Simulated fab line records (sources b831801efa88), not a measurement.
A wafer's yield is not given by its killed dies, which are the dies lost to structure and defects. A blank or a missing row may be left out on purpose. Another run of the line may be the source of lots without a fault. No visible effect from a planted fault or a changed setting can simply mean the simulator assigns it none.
The same fault as seen by 2 desks || flow gf180mcu || each desk has only its own numbers; what lay behind them comes last

== TOOL OWNER'S DESK, rtp anneal-01 ==
The tool's own readings at GF_SALICIDE_RTA_08 (time 30 s): means of the sampled wafers that have a number, for each lot that ran on this tool. Any lot whose mean is over 4 standard deviations away from the usual mean is out of limits and marked OUT; that distance is given in the brackets.
Columns: A = lamp power pct at GF_SALICIDE_RTA_08, usual 16.1 %; B = wafer_temp_C_max at GF_SALICIDE_RTA_08, usual 804.0
{"lot": "L106", "first seen here": "day 16 23:39", "A": 14.5, "B": 804.6}
{"lot": "L123", "first seen here": "day 23 00:56", "A": 10.6, "B": "706.8 (-99 or more) OUT"}
{"lot": "L124", "first seen here": "day 23 08:30", "A": 10.6, "B": "705.8 (-99 or more) OUT"}
This desk's finding: out of limits on L123, L124; first on L123, day 23 00:56 (wafer_temp_C_max at GF_SALICIDE_RTA_08). L106: within limits.

== FROM THE METROLOGY DESK ==
Lot by lot, what the gauges showed, no matter which tool ran the lot: averages of those sampled wafers that carry a number. Any lot whose mean is over 4 standard deviations away from the usual mean is out of limits and marked OUT; that distance is given in the brackets.
Columns: A = SAB_OVL at GF_SAB_OVL_MEAS_10, usual 1.0 nm; B = SALICIDE_TIN_RS at GF_SALICIDE_RS_MEAS_04, usual 16.2 ohm/sq; C = SALICIDE_TIN_THK at GF_SALICIDE_THK_MEAS_05, usual 19.94 nm
{"lot": "L106", "first seen here": "day 16 22:43", "A": 0.9, "B": 16.2, "C": 19.68}
{"lot": "L108", "first seen here": "day 17 20:43", "A": 0.8, "B": 16.2, "C": 20.49}
{"lot": "L114", "first seen here": "day 19 22:11", "A": 0.8, "B": 16.3, "C": 19.75}
{"lot": "L116", "first seen here": "day 20 15:07", "A": 0.2, "B": 16.1, "C": 19.54}
{"lot": "L123", "first seen here": "day 23 00:07", "A": 0.0, "B": 16.4, "C": 20.09}
{"lot": "L124", "first seen here": "day 23 07:14", "A": 1.9, "B": 16.0, "C": 19.85}
Result from this desk: across the 6 lots, nothing is out of limits.

== BROUGHT TOGETHER ==
The tool owner's desk had the chance to raise an alarm at day 23 00:56 on L123, L124.
Nothing out of limits was seen by the metrology desk.
The metrology desk has L123, L124 on record, within its limits.
On rtp anneal-01, each named lot ran GF_SALICIDE_RTA_08.

== WHAT THE SIMULATOR HAD INSERTED ==
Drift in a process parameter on rtp anneal-01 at GF_SALICIDE_RTA_08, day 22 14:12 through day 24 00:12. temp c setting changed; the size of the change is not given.
Shown lots that were struck: L123, L124.
Each desk's first reading out of limits, in hours after the fault started: the tool owner's desk, 11.
